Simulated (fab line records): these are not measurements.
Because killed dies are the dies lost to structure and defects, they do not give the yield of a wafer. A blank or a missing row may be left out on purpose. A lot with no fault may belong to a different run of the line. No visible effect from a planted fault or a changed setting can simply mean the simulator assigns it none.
2 desks, one fault + flow gf180mcu + every desk sees just its own numbers, and what lay behind them comes last

TOOL OWNER'S DESK, rie diel-01
The tool's own readings at GF_V2_ETCH_16 (etches BARC in N2/H2): means of the sampled wafers that have a number, for each lot that ran on this tool. If a lot's mean is further than 4 standard deviations from the usual mean, the lot is out of limits and carries the mark OUT (the distance appears in the brackets).
Columns: A = bias w at GF_V2_ETCH_16, usual 100.0 W; B = chamber pressure mTorr at GF_V2_ETCH_16, usual 30.000 mTorr; C = drypump motor current A at GF_V2_ETCH_16, usual 5.7 A; D = oes product au at GF_V2_ETCH_16, usual 0.855 a.u.; E = throttle valve pct at GF_V2_ETCH_16, usual 13.224 %
| lot  | first seen here | A     | B      | C   | D     | E      |
|------|-----------------|-------|--------|-----|-------|--------|
| L870 | day 20 13:37    | 100.2 | 30.015 | 5.9 | 0.848 | 13.220 |
| L879 | day 23 23:23    | 99.8  | 30.031 | 5.6 | 0.858 | 13.220 |
| L881 | day 24 11:04    | 100.0 | 30.034 | 5.9 | 0.854 | 13.219 |
This desk found nothing out of limits on any of the 3 lots.

THE METROLOGY DESK
Means of the sampled wafers that have a number, per lot and without regard to the tool the lot ran on: this is what the gauges read. If a lot's mean is further than 4 standard deviations from the usual mean, the lot is out of limits and carries the mark OUT (the distance appears in the brackets).
Columns: A = cd nm at GF_V2_CD_MEAS_14, usual 260.4 nm; B = V2_OVL at GF_V2_OVL_MEAS_15, usual -1 nm
| lot  | first seen here | A     | B   |
|------|-----------------|-------|-----|
| L870 | day 20 13:29    | 260.6 | 5   |
| L871 | day 21 05:52    | 258.8 | -2  |
| L873 | day 21 14:10    | 262.8 | 5   |
| L874 | day 22 00:58    | 259.7 | -12 |
| L875 | day 22 08:00    | 264.6 | -8  |
| L877 | day 23 11:44    | 260.5 | 0   |
| L880 | day 23 22:35    | 260.6 | -4  |
| L879 | day 23 23:14    | 259.2 | 4   |
| L881 | day 24 10:56    | 260.4 | -8  |
| L883 | day 25 02:44    | 259.8 | 1   |
| L884 | day 25 08:29    | 259.9 | 1   |
| L886 | day 26 00:00    | 260.2 | -2  |
| L891 | day 27 08:46    | 258.8 | -7  |
| L892 | day 27 13:59    | 259.1 | -1  |
This desk found nothing out of limits on any of the 14 lots.

ALL TOGETHER
The tool owner's desk saw nothing out of limits.
At the metrology desk, nothing out of limits was observed.

WHAT THE SIMULATOR HAD PUT IN
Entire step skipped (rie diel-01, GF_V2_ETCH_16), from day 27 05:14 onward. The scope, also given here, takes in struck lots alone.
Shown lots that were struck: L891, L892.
